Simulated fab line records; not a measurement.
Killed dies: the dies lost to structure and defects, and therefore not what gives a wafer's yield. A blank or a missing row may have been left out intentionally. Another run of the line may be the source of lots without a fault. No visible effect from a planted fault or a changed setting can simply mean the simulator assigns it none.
Which tool was responsible? -- flow sky130 -- Sampling: 14 lots, 42 wafers, 6 of 708 route steps

## WHAT THE GAUGES READ, wafer by wafer
SKY_LDD_HVP_TW_MEAS_10.
lot,measured,on,LDD_HVP_TW
L991,day 21 08:26,film-metro-01,460 458 459
L993,day 22 14:13,film-metro-02,451 451 451
L995,day 23 10:04,film-metro-04,448 448 450
L997,day 24 00:16,film-metro-01,465 463 461
L998,day 24 06:59,film-metro-01,465 463 463
L999,day 24 19:01,film-metro-04,451 450 452
L103,day 26 02:33,film-metro-02,458 455 456
L107,day 27 05:59,film-metro-04,451 450 450
L109,day 28 07:58,film-metro-04,448 451 452
L110,day 28 15:31,film-metro-04,450 450 451
L111,day 28 21:49,film-metro-04,449 449 450
L112,day 28 23:20,film-metro-02,454 456 454
L113,day 29 03:19,film-metro-01,458 456 461
L114,day 29 20:25,film-metro-01,460 461 461

SKY_METAL2_RS_MEAS_05: the measuring method here is four-point-probe.
lot,measured,on,METAL2_ALCU_RS (ohm/sq)
L991,day 33 20:50,film-metro-04,0.1282 0.1274 0.1260
L993,day 34 18:55,film-metro-02,0.1278 0.1250 0.1288
L995,day 35 14:27,film-metro-04,0.1268 0.1268 0.1268
L997,day 36 02:52,film-metro-01,0.1275 0.1277 0.1264
L998,day 36 07:06,film-metro-02,0.1256 0.1252 0.1270
L999,day 36 19:22,film-metro-01,0.1286 0.1291 0.1302
L103,day 38 00:51,film-metro-01,0.0773 0.1263 0.1267
L107,day 38 22:35,film-metro-02,0.0787 0.0780 0.1284
L109,day 39 23:47,film-metro-01,0.1309 0.1320 0.1277
L110,day 40 06:07,film-metro-04,0.1262 0.1268 0.1252
L111,day 40 10:05,film-metro-01,0.1288 0.1263 0.1289
L112,day 40 12:04,film-metro-02,0.1294 0.1269 0.1279
L113,day 40 16:33,film-metro-04,0.1272 0.1265 0.1266
L114,day 41 04:46,film-metro-02,0.1272 0.1276 0.1253

SKY_METAL2_THK_MEAS_06: measures by xrf.
lot,measured,on,METAL2_ALCU_THK (nm)
L991,day 33 20:58,film-metro-04,248.0 249.0 252.2
L993,day 34 19:01,film-metro-02,247.2 253.1 246.6
L995,day 35 14:33,film-metro-04,250.0 248.4 250.2
L997,day 36 02:58,film-metro-01,247.3 248.7 252.2
L998,day 36 07:13,film-metro-02,249.9 250.3 248.5
L999,day 36 19:29,film-metro-01,247.5 246.6 243.1
L103,day 38 00:58,film-metro-01,407.5 252.1 251.4
L107,day 38 22:43,film-metro-02,395.0 394.9 243.7
L109,day 39 23:53,film-metro-01,244.3 239.8 248.2
L110,day 40 06:14,film-metro-04,248.5 248.3 250.9
L111,day 40 10:11,film-metro-01,247.4 253.9 246.4
L112,day 40 12:10,film-metro-02,246.4 246.4 247.7
L113,day 40 16:40,film-metro-04,248.0 250.0 249.4
L114,day 41 04:53,film-metro-02,247.1 247.0 248.7

## WHAT TOOL EACH LOT RAN ON (gives the tool, then ch and the chambers of the sampled wafers, and finally the start)
lot,SKY_METAL1_DESCUM_17,SKY_METAL1_ETCH_18,SKY_METAL2_SPUTTER_02
L991,"rie-metal-01 ch 0,1, day 32 16:07","rie-metal-01 ch 0,1, day 32 16:09","pvd-sputter-03, day 33 20:45"
L993,"rie-metal-03 ch 0,1, day 33 13:50","rie-metal-03 ch 0,1, day 33 13:52","pvd-sputter-01, day 34 18:47"
L995,"rie-metal-03 ch 0,1, day 34 09:01","rie-metal-03 ch 0,1, day 34 09:04","pvd-sputter-02, day 35 14:19"
L997,"rie-metal-03 ch 0,1, day 34 21:32","rie-metal-03 ch 0,1, day 34 21:35","pvd-sputter-02, day 36 02:44"
L998,"rie-metal-02 ch 0,1, day 35 02:28","rie-metal-02 ch 0,1, day 35 02:30","pvd-sputter-02, day 36 07:01"
L999,"rie-metal-01 ch 0,1, day 35 14:16","rie-metal-01 ch 0,1, day 35 14:18","pvd-sputter-01, day 36 19:16"
L103,"rie-metal-01 ch 1, day 36 19:50","rie-metal-01 ch 1, day 36 19:52","pvd-sputter-03, day 38 00:40"
L107,"rie-metal-03 ch 0,1, day 37 18:31","rie-metal-03 ch 0,1, day 37 18:33","pvd-sputter-03, day 38 22:30"
L109,"rie-metal-03 ch 0,1, day 38 19:40","rie-metal-03 ch 0,1, day 38 19:43","pvd-sputter-01, day 39 23:39"
L110,"rie-metal-03 ch 0,1, day 39 01:40","rie-metal-03 ch 0,1, day 39 01:41","pvd-sputter-02, day 40 06:01"
L111,"rie-metal-02 ch 0,1, day 39 06:37","rie-metal-02 ch 0,1, day 39 06:38","pvd-sputter-01, day 40 09:58"
L112,"rie-metal-01 ch 0,1, day 39 08:58","rie-metal-01 ch 0,1, day 39 09:01","pvd-sputter-02, day 40 11:55"
L113,"rie-metal-03 ch 0,1, day 39 12:28","rie-metal-03 ch 0,1, day 39 12:30","pvd-sputter-02, day 40 16:28"
L114,"rie-metal-02 ch 0,1, day 40 01:28","rie-metal-02 ch 0,1, day 40 01:29","pvd-sputter-02, day 41 04:40"
- SKY_METAL1_DESCUM_17: chemistry O2, time 8 s.
- SKY_METAL1_ETCH_18: etches BARC in N2/H2, stops on SiO2, time 45.9 s, target depth 60 nm.
- SKY_METAL2_SPUTTER_02: material AlCu, target thk 250 nm, time 13.3 s.

## WHAT THE TOOLS THEMSELVES READ (means of the sampled wafers that have a number; where no wafer has one, the mark that the record gives instead)
SKY_METAL1_DESCUM_17.
lot,tool,drypump-motor-current-A (A),oes-product-au (a.u.),rf-fwd-power-W (W)
L991,rie-metal-01,5.1,0.993,146.8
L993,rie-metal-03,6.1,0.997,147.7
L995,rie-metal-03,5.9,1.003,147.4
L997,rie-metal-03,5.9,1.002,147.8
L998,rie-metal-02,6.0,0.994,147.7
L999,rie-metal-01,5.2,0.983,146.3
L103,rie-metal-01,5.0,0.998,146.1
L107,rie-metal-03,5.9,1.003,148.1
L109,rie-metal-03,5.9,0.996,147.9
L110,rie-metal-03,6.2,0.992,147.8
L111,rie-metal-02,6.0,0.993,147.5
L112,rie-metal-01,5.2,0.985,146.6
L113,rie-metal-03,6.2,0.995,148.0
L114,rie-metal-02,6.0,0.986,147.0

SKY_METAL1_ETCH_18.
lot,tool,drypump-motor-current-A (A),h2-flow-sccm (sccm),oes-product-au (a.u.),rf-fwd-power-W (W),throttle-valve-pct (%)
L991,rie-metal-01,5.1,200.2,0.853,493.5,13.215
L993,rie-metal-03,6.2,199.8,0.854,496.9,13.228
L995,rie-metal-03,5.9,200.0,0.854,496.9,13.226
L997,rie-metal-03,5.9,200.4,0.859,495.8,13.227
L998,rie-metal-02,6.0,200.5,0.861,495.3,13.219
L999,rie-metal-01,5.2,199.5,0.853,494.9,13.222
L103,rie-metal-01,5.0,199.9,0.853,492.3,13.237
L107,rie-metal-03,5.9,200.7,0.856,498.1,13.230
L109,rie-metal-03,5.9,200.4,0.856,496.7,13.232
L110,rie-metal-03,6.2,199.8,0.856,495.6,13.235
L111,rie-metal-02,6.0,200.5,0.854,495.4,13.224
L112,rie-metal-01,5.2,200.0,0.857,495.4,13.226
L113,rie-metal-03,6.2,199.8,0.858,497.7,13.225
L114,rie-metal-02,6.0,199.2,0.854,495.4,13.224

SKY_METAL2_SPUTTER_02.
lot,tool,throttle-valve-pct (%)
L991,pvd-sputter-03,30.0
L993,pvd-sputter-01,30.9
L995,pvd-sputter-02,30.2
L997,pvd-sputter-02,30.0
L998,pvd-sputter-02,30.5
L999,pvd-sputter-01,30.6
L103,pvd-sputter-03,29.7
L107,pvd-sputter-03,30.4
L109,pvd-sputter-01,30.0
L110,pvd-sputter-02,30.3
L111,pvd-sputter-01,30.5
L112,pvd-sputter-02,30.6
L113,pvd-sputter-02,30.3
L114,pvd-sputter-02,30.1

## THE ANSWER, worked out from the rows above alone
Rule: usual is defined by the lots themselves. Put in order of their means at a reading, lots are off if they are a third of the lots or fewer, leave a main group of 4 or more, and stand apart from it by a gap of 3 or more times the standard deviation of the main group's means; of several such gaps the widest counts. Not used: any main group whose means are identical at the precision the tables above print for the reading. Also off: a lot with no number at a reading for which 4 or more lots have one. Where the step has rows for the other lots, those lots are counted as sound. After the gauges, taken in route order, come the tools' own readings; for these a lot's mean is taken, as printed above. At the first step where some lot is off, the reading lying furthest off is the one used; lots without a number count as furthest.
Off: L103, L107, at SKY_METAL2_RS_MEAS_05 (METAL2_ALCU_RS). For the main group the mean is 0.1275 ohm/sq and the standard deviation 0.0012.
If a tool, at a process step before that reading, ran all the lots that are off and no sound lot after the first of them, it fits. The gauges at SKY_METAL2_RS_MEAS_05 are tried like those tools. One candidate fits, namely pvd-sputter-03 at SKY_METAL2_SPUTTER_02. Its last sound lot is L991 (day 33 20:45), its first lot that is off L103 (day 38 00:40): a fault that began between those two fits.

## WHAT THE SIMULATOR HAD PUT IN
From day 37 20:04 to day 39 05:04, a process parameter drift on pvd-sputter-03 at SKY_METAL2_SPUTTER_02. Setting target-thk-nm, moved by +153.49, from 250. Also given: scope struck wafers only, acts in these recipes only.
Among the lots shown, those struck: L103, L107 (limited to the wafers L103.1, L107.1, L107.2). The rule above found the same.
